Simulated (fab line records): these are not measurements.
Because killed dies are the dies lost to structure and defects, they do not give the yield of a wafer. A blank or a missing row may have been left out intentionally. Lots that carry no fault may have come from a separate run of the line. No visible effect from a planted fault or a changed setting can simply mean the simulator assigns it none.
A struck lot beside a sound one || flow sfq_line || 42 out of 325 route steps
Sound: the wafers L344.2, L344.3, L344.6. Struck: wafer L352.2. (L352.1, L352.6 of the same lot were not struck and are left out.) The cause comes at the end.
For every step that has rows: the tool of each side, followed by ch and its chambers, followed by its first start. Under that, the readings that differ: sound wafers || struck wafers || difference of the means || sigmas: that difference in standard deviations of wafers without a fault.
alike: readings with means less than 2 such deviations apart, plus words and numbers identical on both sides. not compared: withheld readings, readings lacking a value on some wafer, bounds such as >300 that could conceal the same value, and numbers that have no deviation in the record and whose values overlap.
A row with sigmas, a row that says differs or no value, or rows on one side alone: a step with any of these is where the two part. When numbers do not overlap yet have no deviation, they are printed without sigmas and do not part them. A reading that every wafer of one side lacks parts them only if that side has two wafers or more.

first, 6 steps without rows for these wafers: SFQ_TRILAYER_M1_LITHO_COAT_044 (resist thk 62 nm); SFQ_TRILAYER_M1_LITHO_COAT_039 (resist thk 600 nm); SFQ_TRILAYER_M1_LITHO_SOFTBAKE_043; SFQ_TRILAYER_M1_LITHO_EXPOSE_040 (exposes mask M1, target cd 500 nm); SFQ_TRILAYER_M1_LITHO_PEB_042 (peb time 60 s); SFQ_TRILAYER_M1_LITHO_DEVELOP_041 (time 60 s).
SFQ_M1_OVL_MEAS_911:
  sound: overlay-01 at day 29 01:08; struck: overlay-01 at day 32 11:20
  alike: M1_OVL
SFQ_TRILAYER_M1_BARC_OPEN_METAL_ETCH_054: etches BARC in O2, target depth 125 nm, time 41.7 s.
  sound on rie_metal-03 ch 0,1, day 29 01:10; struck on rie_metal-04 ch 0, day 32 11:22
{"reading": "oes_product_au (a.u.)", "sound": "0.679 0.688 0.678", "struck": 0.692, "difference": "+0.010", "sigmas": "+2"}
  alike: drypump_motor_current_A
  not compared: rf_hours_counter_h
then, 1 step without rows for these wafers: SFQ_TRILAYER_M1_ETCH_METAL_ETCH_042 (etches Nb in Cl2/Ar, stops on SiO2, target depth 240 nm, time 120 s).
SFQ_TRILAYER_M1_STRIP_STRIP_043: strips in O2.
  sound on rie_metal-03 ch 0,1, day 29 01:21; struck on rie_metal-04 ch 0, day 32 11:34
{"reading": "oes_product_au (a.u.)", "sound": "1.008 0.994 1.014", "struck": 1.034, "difference": "+0.029", "sigmas": "+3"}
  alike: drypump_motor_current_A
  not compared: rf_hours_counter_h
then, 2 steps without rows for these wafers: SFQ_TRILAYER_M1_STRIP_SOLV_CLEAN_044 (cleans in NMP, time 600 s); SFQ_TRILAYER_I1_DEP_PECVD_045 (deposits SiO2 from SiH4/N2O, time 111.11 s, target thk 500 nm).
SFQ_TRILAYER_I1_CMP_CMP_046: polishes SiO2.
  sound on cmp-01 ch 0,3, day 29 02:13; struck on cmp-01 ch 0, day 32 15:05
{"reading": "time_to_endpoint_s (s)", "sound": "219 219 227", "struck": 257, "difference": "+35", "sigmas": "+5"}
{"reading": "model.SiO2_of_TRILAYER_I1_DEP_PECVD_045.thk_nm (nm)", "sound": "199.2 200.2 200.5", "struck": 151.4, "difference": -48.6, "sigmas": ""}
  alike: head_pressure_psi, motor_current_A
SFQ_I1_BOW_MEAS_912:
  sound: film_metro-04 at day 29 05:14; struck: film_metro-04 at day 32 17:05
  alike: I1_BOW
SFQ_TRILAYER_I1_METRO_MEASURE_047:
  sound: film_metro-04 at day 29 05:32; struck: film_metro-04 at day 32 17:13
{"reading": "thk_nm (nm)", "sound": "199.4 200.4 200.6", "struck": 151.5, "difference": -48.6, "sigmas": -49}
then, 6 steps without rows for these wafers: SFQ_TRILAYER_I1_VIA_LITHO_COAT_054 (resist thk 62 nm); SFQ_TRILAYER_I1_VIA_LITHO_COAT_049 (resist thk 650 nm); SFQ_TRILAYER_I1_VIA_LITHO_SOFTBAKE_053; SFQ_TRILAYER_I1_VIA_LITHO_EXPOSE_050 (exposes mask I1, target cd 500 nm); SFQ_TRILAYER_I1_VIA_LITHO_PEB_052 (peb time 60 s); SFQ_TRILAYER_I1_VIA_LITHO_DEVELOP_051 (time 60 s).
-- the record jumps here: 6 days lie between the struck wafers' starts before and after --
SFQ_I1_OVL_MEAS_913:
  sound: overlay-02 at day 35 19:53; struck: overlay-01 at day 39 04:20
  alike: I1_OVL
SFQ_TRILAYER_I1_VIA_BARC_OPEN_VIA_ETCH_071: etches BARC in O2, target depth 125 nm, time 41.7 s.
  sound on rie_diel-02 ch 0,3, day 35 19:55; struck on rie_diel-01 ch 1, day 39 04:23
  alike: drypump_motor_current_A, oes_product_au
  not compared: rf_hours_counter_h
SFQ_TRILAYER_I1_VIA_ETCH_VIA_ETCH_052: etches SiO2 in CHF3, stops on Nb, target depth 260 nm.
  sound on rie_diel-02 ch 0,3, day 35 19:57; struck on rie_diel-01 ch 1, day 39 04:25
{"reading": "oes_product_au (a.u.)", "sound": "0.851 0.855 0.854", "struck": 0.739, "difference": -0.114, "sigmas": -23}
{"reading": "model.I1.feature_depth_nm (nm)", "sound": "199.4 200.4 200.7", "struck": 151.6, "difference": -48.6, "sigmas": ""}
{"reading": "model.etch.depth_nm (nm)", "sound": "199.2 200.2 200.5", "struck": 151.4, "difference": -48.6, "sigmas": ""}
  alike: drypump_motor_current_A
then, 2 steps without rows for these wafers: SFQ_TRILAYER_I1_VIA_STRIP_STRIP_053 (strips in O2); SFQ_TRILAYER_I1_VIA_STRIP_SOLV_CLEAN_054 (cleans in NMP, time 600 s).
SFQ_TRILAYER_M2_DEP_PRE_CLEAN_056: time 22.5 s.
  sound: pvd_sputter-03 at day 35 20:51; struck: pvd_sputter-04 at day 39 05:19
{"reading": "model.SiO2_of_TRILAYER_I1_DEP_PECVD_045.thk_nm (nm)", "sound": "191.7 192.7 193", "struck": 143.9, "difference": -48.6, "sigmas": ""}
then, 1 step without rows for these wafers: SFQ_TRILAYER_M2_DEP_SPUTTER_055 (material Nb, target thk 200 nm, time 133.3 s).
SFQ_M2_RS_MEAS_914: measurement is done with a four-point probe.
  sound: film_metro-04 at day 35 20:59; struck: film_metro-04 at day 39 05:26
  alike: M2_NB_RS
then, 6 steps without rows for these wafers: SFQ_TRILAYER_M2_LITHO_COAT_062 (resist thk 62 nm); SFQ_TRILAYER_M2_LITHO_COAT_057 (resist thk 600 nm); SFQ_TRILAYER_M2_LITHO_SOFTBAKE_061; SFQ_TRILAYER_M2_LITHO_EXPOSE_058 (exposes mask M2, target cd 500 nm); SFQ_TRILAYER_M2_LITHO_PEB_060 (peb time 60 s); SFQ_TRILAYER_M2_LITHO_DEVELOP_059 (time 60 s).
-- the record jumps here: 6 days lie between the struck wafers' starts before and after --
SFQ_M2_OVL_MEAS_916:
  sound: overlay-02 at day 42 02:39; struck: overlay-02 at day 45 15:19
  alike: M2_OVL
then, 1 step without rows for these wafers: SFQ_TRILAYER_M2_BARC_OPEN_METAL_ETCH_077 (etches BARC in O2, target depth 125 nm, time 41.7 s).
SFQ_TRILAYER_M2_ETCH_METAL_ETCH_060: etches Nb in Cl2/Ar, stops on SiO2, target depth 240 nm, time 120 s.
  sound on rie_metal-02 ch 1, day 42 02:50; struck on rie_metal-04 ch 1, day 45 15:25
{"reading": "rf_hours_counter_h (h)", "sound": "- - -", "struck": 88, "difference": "no value on the sound wafers", "sigmas": ""}
  alike: drypump_motor_current_A, oes_product_au
SFQ_TRILAYER_M2_STRIP_STRIP_061: strips in O2.
  sound on rie_metal-02 ch 1, day 42 03:15; struck on rie_metal-04 ch 1, day 45 15:32
{"reading": "rf_hours_counter_h (h)", "sound": "- - -", "struck": 89, "difference": "no value on the sound wafers", "sigmas": ""}
  alike: drypump_motor_current_A, oes_product_au
then, 2 steps without rows for these wafers: SFQ_TRILAYER_M2_STRIP_SOLV_CLEAN_062 (cleans in NMP, time 600 s); SFQ_TRILAYER_I2_DEP_PECVD_063 (deposits SiO2 from SiH4/N2O, time 111.11 s, target thk 500 nm).
-- the record jumps here: 48 days lie between the struck wafers' starts before and after --
SFQ_M8_BOW_MEAS_951:
  sound: film_metro-03 at day 91 16:32; struck: film_metro-02 at day 93 13:27
  alike: M8_BOW
  not compared: model.etest.i1.link_ohm

== WHERE THEY PART ==
First at SFQ_TRILAYER_M1_BARC_OPEN_METAL_ETCH_054; last, within this record, at SFQ_TRILAYER_M2_STRIP_STRIP_061. Later steps at which nothing parts them and some readings are alike: SFQ_M8_BOW_MEAS_951.

WHY: whatever the simulator had introduced
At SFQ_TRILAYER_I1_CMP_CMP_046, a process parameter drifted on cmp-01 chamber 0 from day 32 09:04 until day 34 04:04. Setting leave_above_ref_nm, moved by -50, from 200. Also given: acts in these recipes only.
